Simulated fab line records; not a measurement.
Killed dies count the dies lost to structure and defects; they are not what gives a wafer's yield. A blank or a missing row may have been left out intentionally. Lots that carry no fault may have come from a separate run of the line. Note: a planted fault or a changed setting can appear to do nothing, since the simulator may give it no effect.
Problem report, 8D (eight disciplines) form, completed by code | flow sky130 | the parts of the form that need people (team, actions taken, sign-off) are left out

1. THE ISSUE
SD_N_TW at SKY_SD_N_TW_MEAS_12 reads a mean of 489 on 3 wafers of 1 lot; wafers without a fault read 3979 with a standard deviation of 31. That is -99 or more standard deviations from the usual mean.
Seen first at day 33 18:07 on film-metro-01, wafer L573.1. At this step, 39 wafers from 13 lots have a number in the record. Rule for "out" (also "out of limits"): further than 4 standard deviations from the usual mean. Any other wafer with a number is counted as sound.

2. WHAT IT IS AND WHAT IT IS NOT
question                    | is                     | is not
which readings at this step | SD_N_TW                | -
which lots                  | L573                   | L556, L557, L558, L559, L561, L562, L565, L566, L567, L570, L571, L579
which wafers of those lots  | all that have a number | -
read on which gauges        | film-metro-01          | film-metro-02, film-metro-03
when                        | from day 33 18:07      | up to then (33 sound wafers); but 3 sound wafers of L579 came after

3. SUSPECTS, AND WHAT RULES EACH OUT
Counting: a tool at any process step up to the reading remains a suspect when it ran all the lots that are out and ran no sound lot after the first of those.
- the gauge at SKY_SD_N_TW_MEAS_12 is ruled out. All the wafers that are out were read on film-metro-01, but those of them that SKY_RES_XHIGH_STRIP_08 has rows for are out there too, on other tools.
- plasma-asher-04 at SKY_POLY_CUT_STRIP_12 (strips in O2/N2): kept. It ran the lot that is out, L573 (day 30 06:30), and no sound lot after that; its last sound lot up to then is L562 (day 26 09:21).
- plasma-asher-02 at SKY_RES_XHIGH_STRIP_08 (strips in O2/N2): kept. It ran the lot that is out, L573 (day 32 14:56), and no sound lot after that; its last sound lot up to then is L570 (day 32 14:17). Its own readings are out on those wafers: oes-product-au.
- plasma-asher-01 at SKY_SD_N_STRIP_11 (strips in O2/N2): ruled out as a lasting fault. Following L573 (day 33 18:01), the first lot on it that is out, the sound lots L579 were run on it.
The count leaves plasma-asher-02 at SKY_RES_XHIGH_STRIP_08 and plasma-asher-04 at SKY_POLY_CUT_STRIP_12.

4. THE CAUSE (what the simulator had put in)
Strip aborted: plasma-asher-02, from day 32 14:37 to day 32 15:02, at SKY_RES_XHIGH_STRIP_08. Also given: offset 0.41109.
Counting leaves 2 suspects; this tool is one of them.

5. SEQUENCE OF EFFECTS, ordered by route
Rows list readings where the struck wafers' mean (over those with a number) sits beyond 3 standard deviations from the usual. Scope: only readings with a usual standard deviation given in the record; hours: median across lots of the time from each lot's start at the first step in this table that gives one to its start at this step; sigmas: change in usual standard deviations.
hours | step                   | reading                  | usual      | on struck wafers | change | sigmas
0     | SKY_RES_XHIGH_STRIP_08 | oes-product-au           | 0.710 a.u. | 0.945            | +0.235 | +55
27    | SKY_SD_N_STRIP_11      | strip-time-to-endpoint-s | 22.55 s    | 24.25            | +1.70  | +35
27    | SKY_SD_N_TW_MEAS_12    | SD_N_TW                  | 3979       | 489              | -3490  | -99 or more
Process steps it contains:
- SKY_RES_XHIGH_STRIP_08: strips in O2/N2.
- SKY_SD_N_STRIP_11: strips in O2/N2.
Readings that are blank on the struck wafers while sound wafers have them: strip-time-to-endpoint-s at SKY_RES_XHIGH_STRIP_08.
At these later measuring or inspecting steps, every struck wafer for which the step has a row has a number for every such reading, and none has moved that far: SKY_SD_N_RS_MEAS_18, SKY_LI_CONTACT_OVL_MEAS_13.

6. HOW IT WOULD HAVE BEEN CAUGHT EARLIER
Counted from the fault's start at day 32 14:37, it took 28 hours until the first out-of-limits reading at a measuring or inspecting step in this record, taken at day 33 18:07.
Tool's own readings at SKY_RES_XHIGH_STRIP_08, oes-product-au: out on all struck wafers the step has rows for; an alarm limit on them would have tripped on the first.
By day 33 18:07 the whole set of lots that are out, 1 in number, had already begun SKY_RES_XHIGH_STRIP_08 on plasma-asher-02. Tool hold at that time: it would have spared none of them.
